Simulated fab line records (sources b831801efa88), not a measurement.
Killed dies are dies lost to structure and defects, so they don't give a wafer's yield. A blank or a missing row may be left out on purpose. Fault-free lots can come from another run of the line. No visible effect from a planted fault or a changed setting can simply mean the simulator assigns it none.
Which tool was responsible? || flow gf180mcu || 11 lots, 33 wafers sampled, at 5 steps of a route of 602

WHAT THE GAUGES SHOWED, per wafer
GF_HV_LDD_TW_MEAS_38.
{"lot": "L109", "measured": "day 11 15:49", "on": "film-metro-04", "HV_LDD_3_TW": "1447 1442 1446"}
{"lot": "L110", "measured": "day 11 20:16", "on": "film-metro-03", "HV_LDD_3_TW": "1444 1440 1439"}
{"lot": "L113", "measured": "day 12 20:02", "on": "film-metro-04", "HV_LDD_3_TW": "1440 1453 1442"}
{"lot": "L114", "measured": "day 13 04:50", "on": "film-metro-04", "HV_LDD_3_TW": "1456 1462 1456"}
{"lot": "L115", "measured": "day 13 12:19", "on": "film-metro-03", "HV_LDD_3_TW": "1443 1449 1453"}
{"lot": "L121", "measured": "day 15 08:34", "on": "film-metro-04", "HV_LDD_3_TW": "1447 1447 1448"}
{"lot": "L122", "measured": "day 15 17:20", "on": "film-metro-01", "HV_LDD_3_TW": "1440 1455 1444"}
{"lot": "L127", "measured": "day 17 15:53", "on": "film-metro-04", "HV_LDD_3_TW": "1451 1450 1445"}
{"lot": "L130", "measured": "day 18 10:49", "on": "film-metro-01", "HV_LDD_3_TW": "1411 1411 1414"}
{"lot": "L131", "measured": "day 18 21:17", "on": "film-metro-03", "HV_LDD_3_TW": "1407 1400 1404"}
{"lot": "L132", "measured": "day 19 07:28", "on": "film-metro-03", "HV_LDD_3_TW": "1443 1444 1450"}

GF_HV_LDD_RS_MEAS_53: uses a four-point probe to measure.
{"lot": "L109", "measured": "day 12 11:47", "on": "film-metro-03", "HV_LDD_RS (ohm/sq)": "418.9 419.6 419.7"}
{"lot": "L110", "measured": "day 12 16:02", "on": "film-metro-04", "HV_LDD_RS (ohm/sq)": "418.9 418.0 420.5"}
{"lot": "L113", "measured": "day 13 15:50", "on": "film-metro-04", "HV_LDD_RS (ohm/sq)": "420.0 420.4 418.5"}
{"lot": "L114", "measured": "day 14 00:49", "on": "film-metro-04", "HV_LDD_RS (ohm/sq)": "419.9 419.9 420.1"}
{"lot": "L115", "measured": "day 14 09:34", "on": "film-metro-04", "HV_LDD_RS (ohm/sq)": "417.5 416.9 417.9"}
{"lot": "L121", "measured": "day 16 06:28", "on": "film-metro-04", "HV_LDD_RS (ohm/sq)": "419.0 418.4 420.2"}
{"lot": "L122", "measured": "day 16 14:34", "on": "film-metro-01", "HV_LDD_RS (ohm/sq)": "416.9 416.7 417.4"}
{"lot": "L127", "measured": "day 18 15:37", "on": "film-metro-04", "HV_LDD_RS (ohm/sq)": "418.1 418.1 418.1"}
{"lot": "L130", "measured": "day 19 14:39", "on": "film-metro-01", "HV_LDD_RS (ohm/sq)": "425.0 423.5 424.3"}
{"lot": "L131", "measured": "day 19 21:51", "on": "film-metro-01", "HV_LDD_RS (ohm/sq)": "424.8 424.2 423.8"}
{"lot": "L132", "measured": "day 20 08:27", "on": "film-metro-04", "HV_LDD_RS (ohm/sq)": "418.2 418.4 417.6"}

TOOL THAT RAN EACH LOT (tool first, then ch and the chambers of the sampled wafers, then the start)
{"lot": "L109", "GF_VT_IMPLANT_RTA_45": "rtp-anneal-01 ch 0, day 7 14:50", "GF_POLY_GATE_ETCH_12": "rie-diel-01 ch 2,3, day 9 05:48", "GF_HV_LDD_IMPLANT_35": "implanter-02 ch 0, day 11 15:25"}
{"lot": "L110", "GF_VT_IMPLANT_RTA_45": "rtp-anneal-01 ch 0, day 7 19:01", "GF_POLY_GATE_ETCH_12": "rie-diel-02 ch 0,3, day 9 10:46", "GF_HV_LDD_IMPLANT_35": "implanter-01 ch 0, day 11 19:52"}
{"lot": "L113", "GF_VT_IMPLANT_RTA_45": "rtp-anneal-01 ch 0, day 8 15:11", "GF_POLY_GATE_ETCH_12": "rie-diel-03 ch 0,2, day 10 07:44", "GF_HV_LDD_IMPLANT_35": "implanter-03 ch 0, day 12 19:39"}
{"lot": "L114", "GF_VT_IMPLANT_RTA_45": "rtp-anneal-02 ch 0, day 8 21:33", "GF_POLY_GATE_ETCH_12": "rie-diel-02 ch 1,2, day 10 15:44", "GF_HV_LDD_IMPLANT_35": "implanter-01 ch 0, day 13 04:27"}
{"lot": "L115", "GF_VT_IMPLANT_RTA_45": "rtp-anneal-01 ch 0, day 9 05:34", "GF_POLY_GATE_ETCH_12": "rie-diel-01 ch 0, day 10 23:14", "GF_HV_LDD_IMPLANT_35": "implanter-03 ch 0, day 13 11:55"}
{"lot": "L121", "GF_VT_IMPLANT_RTA_45": "rtp-anneal-02 ch 0, day 10 20:38", "GF_POLY_GATE_ETCH_12": "rie-diel-01 ch 2,3, day 12 16:32", "GF_HV_LDD_IMPLANT_35": "implanter-03 ch 0, day 15 08:11"}
{"lot": "L122", "GF_VT_IMPLANT_RTA_45": "rtp-anneal-01 ch 0, day 11 03:29", "GF_POLY_GATE_ETCH_12": "rie-diel-03 ch 0,3, day 12 23:14", "GF_HV_LDD_IMPLANT_35": "implanter-01 ch 0, day 15 16:56"}
{"lot": "L127", "GF_VT_IMPLANT_RTA_45": "rtp-anneal-02 ch 0, day 12 19:53", "GF_POLY_GATE_ETCH_12": "rie-diel-01 ch 1,2,3, day 14 18:52", "GF_HV_LDD_IMPLANT_35": "implanter-01 ch 0, day 17 15:29"}
{"lot": "L130", "GF_VT_IMPLANT_RTA_45": "rtp-anneal-01 ch 0, day 13 13:07", "GF_POLY_GATE_ETCH_12": "rie-diel-03 ch 1,2,3, day 15 12:31", "GF_HV_LDD_IMPLANT_35": "implanter-03 ch 0, day 18 10:25"}
{"lot": "L131", "GF_VT_IMPLANT_RTA_45": "rtp-anneal-01 ch 0, day 13 19:50", "GF_POLY_GATE_ETCH_12": "rie-diel-02 ch 1,2,3, day 15 21:31", "GF_HV_LDD_IMPLANT_35": "implanter-03 ch 0, day 18 20:53"}
{"lot": "L132", "GF_VT_IMPLANT_RTA_45": "rtp-anneal-02 ch 0, day 14 05:14", "GF_POLY_GATE_ETCH_12": "rie-diel-03 ch 0,1,3, day 16 05:56", "GF_HV_LDD_IMPLANT_35": "implanter-02 ch 0, day 19 07:05"}
- GF_VT_IMPLANT_RTA_45: time 30 s.
- GF_POLY_GATE_ETCH_12: etches BARC in N2/H2.
- GF_HV_LDD_IMPLANT_35

AS READ BY THE TOOLS THEMSELVES (means over the sampled wafers that have a number; for cases with no such wafer, the mark the record gives instead)
GF_VT_IMPLANT_RTA_45.
{"lot": "L109", "tool": "rtp-anneal-01", "lamp-power-pct (%)": 43, "wafer_temp_C_max": 1054.9}
{"lot": "L110", "tool": "rtp-anneal-01", "lamp-power-pct (%)": 43, "wafer_temp_C_max": 1054.2}
{"lot": "L113", "tool": "rtp-anneal-01", "lamp-power-pct (%)": 43, "wafer_temp_C_max": 1054.3}
{"lot": "L114", "tool": "rtp-anneal-02", "lamp-power-pct (%)": 36, "wafer_temp_C_max": 1055.0}
{"lot": "L115", "tool": "rtp-anneal-01", "lamp-power-pct (%)": 43, "wafer_temp_C_max": 1054.9}
{"lot": "L121", "tool": "rtp-anneal-02", "lamp-power-pct (%)": 36, "wafer_temp_C_max": 1055.7}
{"lot": "L122", "tool": "rtp-anneal-01", "lamp-power-pct (%)": 43, "wafer_temp_C_max": 1054.1}
{"lot": "L127", "tool": "rtp-anneal-02", "lamp-power-pct (%)": 36, "wafer_temp_C_max": 1056.5}
{"lot": "L130", "tool": "rtp-anneal-01", "lamp-power-pct (%)": 43, "wafer_temp_C_max": 1055.3}
{"lot": "L131", "tool": "rtp-anneal-01", "lamp-power-pct (%)": 43, "wafer_temp_C_max": 1053.6}
{"lot": "L132", "tool": "rtp-anneal-02", "lamp-power-pct (%)": 36, "wafer_temp_C_max": 1056.0}

GF_POLY_GATE_ETCH_12.
{"lot": "L109", "tool": "rie-diel-01", "drypump-motor-current-A (A)": 6.4, "n2-flow-sccm (sccm)": 99.86, "oes-product-au (a.u.)": 0.734, "throttle-valve-pct (%)": 13.210}
{"lot": "L110", "tool": "rie-diel-02", "drypump-motor-current-A (A)": 5.4, "n2-flow-sccm (sccm)": 100.15, "oes-product-au (a.u.)": 0.736, "throttle-valve-pct (%)": 13.223}
{"lot": "L113", "tool": "rie-diel-03", "drypump-motor-current-A (A)": 5.4, "n2-flow-sccm (sccm)": 100.16, "oes-product-au (a.u.)": 0.734, "throttle-valve-pct (%)": 13.216}
{"lot": "L114", "tool": "rie-diel-02", "drypump-motor-current-A (A)": 5.9, "n2-flow-sccm (sccm)": 100.17, "oes-product-au (a.u.)": 0.734, "throttle-valve-pct (%)": 13.216}
{"lot": "L115", "tool": "rie-diel-01", "drypump-motor-current-A (A)": 5.4, "n2-flow-sccm (sccm)": 99.90, "oes-product-au (a.u.)": 0.739, "throttle-valve-pct (%)": 13.214}
{"lot": "L121", "tool": "rie-diel-01", "drypump-motor-current-A (A)": 6.4, "n2-flow-sccm (sccm)": 100.01, "oes-product-au (a.u.)": 0.735, "throttle-valve-pct (%)": 13.209}
{"lot": "L122", "tool": "rie-diel-03", "drypump-motor-current-A (A)": 5.1, "n2-flow-sccm (sccm)": 99.92, "oes-product-au (a.u.)": 0.737, "throttle-valve-pct (%)": 13.215}
{"lot": "L127", "tool": "rie-diel-01", "drypump-motor-current-A (A)": 6.4, "n2-flow-sccm (sccm)": 100.15, "oes-product-au (a.u.)": 0.733, "throttle-valve-pct (%)": 13.214}
{"lot": "L130", "tool": "rie-diel-03", "drypump-motor-current-A (A)": 5.8, "n2-flow-sccm (sccm)": 99.88, "oes-product-au (a.u.)": 0.734, "throttle-valve-pct (%)": 13.211}
{"lot": "L131", "tool": "rie-diel-02", "drypump-motor-current-A (A)": 5.8, "n2-flow-sccm (sccm)": 100.14, "oes-product-au (a.u.)": 0.734, "throttle-valve-pct (%)": 13.218}
{"lot": "L132", "tool": "rie-diel-03", "drypump-motor-current-A (A)": 5.5, "n2-flow-sccm (sccm)": 99.98, "oes-product-au (a.u.)": 0.736, "throttle-valve-pct (%)": 13.211}

GF_HV_LDD_IMPLANT_35.
{"lot": "L109", "tool": "implanter-02", "dose-ions-cm2": 7.498e+12, "end-station-pressure-torr (Torr)": 5.03e-06, "faraday-current-uA": 41.9}
{"lot": "L110", "tool": "implanter-01", "dose-ions-cm2": 7.500e+12, "end-station-pressure-torr (Torr)": 4.96e-06, "faraday-current-uA": 42.9}
{"lot": "L113", "tool": "implanter-03", "dose-ions-cm2": 7.490e+12, "end-station-pressure-torr (Torr)": 4.85e-06, "faraday-current-uA": 42.0}
{"lot": "L114", "tool": "implanter-01", "dose-ions-cm2": 7.502e+12, "end-station-pressure-torr (Torr)": 4.89e-06, "faraday-current-uA": 42.6}
{"lot": "L115", "tool": "implanter-03", "dose-ions-cm2": 7.498e+12, "end-station-pressure-torr (Torr)": 5.02e-06, "faraday-current-uA": 41.5}
{"lot": "L121", "tool": "implanter-03", "dose-ions-cm2": 7.504e+12, "end-station-pressure-torr (Torr)": 5.01e-06, "faraday-current-uA": 42.4}
{"lot": "L122", "tool": "implanter-01", "dose-ions-cm2": 7.503e+12, "end-station-pressure-torr (Torr)": 4.80e-06, "faraday-current-uA": 42.6}
{"lot": "L127", "tool": "implanter-01", "dose-ions-cm2": 7.500e+12, "end-station-pressure-torr (Torr)": 5.35e-06, "faraday-current-uA": 41.7}
{"lot": "L130", "tool": "implanter-03", "dose-ions-cm2": 5.020e+12, "end-station-pressure-torr (Torr)": 5.14e-06, "faraday-current-uA": 27.9}
{"lot": "L131", "tool": "implanter-03", "dose-ions-cm2": 5.015e+12, "end-station-pressure-torr (Torr)": 4.94e-06, "faraday-current-uA": 28.3}
{"lot": "L132", "tool": "implanter-02", "dose-ions-cm2": 7.500e+12, "end-station-pressure-torr (Torr)": 5.17e-06, "faraday-current-uA": 43.0}

THE ANSWER, worked out from the rows above alone
Rule: usual is defined by the lots themselves. The widest of any qualifying gaps counts: lots, ordered by their means at a reading, are off when they make up no more than a third of the lots, leave a main group of 4 or more, and stand apart from it by 3 or more times the standard deviation of that group's means. A main group is skipped when, at the precision printed for the reading in the tables above, its means are all equal. A lot without any number at a reading at which 4 lots or more have one is off too. Any other lot the step has rows for is counted as sound. First the gauges in route order, then the tools' own readings, where a lot's mean is used as printed above. The first step at which some lot is off is used, and at that step the reading that is off furthest; a lot without a number counts as furthest.
Off: L130, L131, at GF_HV_LDD_TW_MEAS_38 (HV_LDD_3_TW). The main group has a mean of 1447 with a standard deviation of 4.4.
A tool fits if, at a process step before that reading, it ran every lot that is off, and no sound lot after the first of them. The gauges at GF_HV_LDD_TW_MEAS_38 aren't tried: what is off there is off at GF_HV_LDD_IMPLANT_35 too, on other tools, and a gauge's error can't cause that. This does not decide it: 2 tools fit, namely rtp-anneal-01 at GF_VT_IMPLANT_RTA_45 and implanter-03 at GF_HV_LDD_IMPLANT_35.

WHAT WAS PUT IN BY THE SIMULATOR
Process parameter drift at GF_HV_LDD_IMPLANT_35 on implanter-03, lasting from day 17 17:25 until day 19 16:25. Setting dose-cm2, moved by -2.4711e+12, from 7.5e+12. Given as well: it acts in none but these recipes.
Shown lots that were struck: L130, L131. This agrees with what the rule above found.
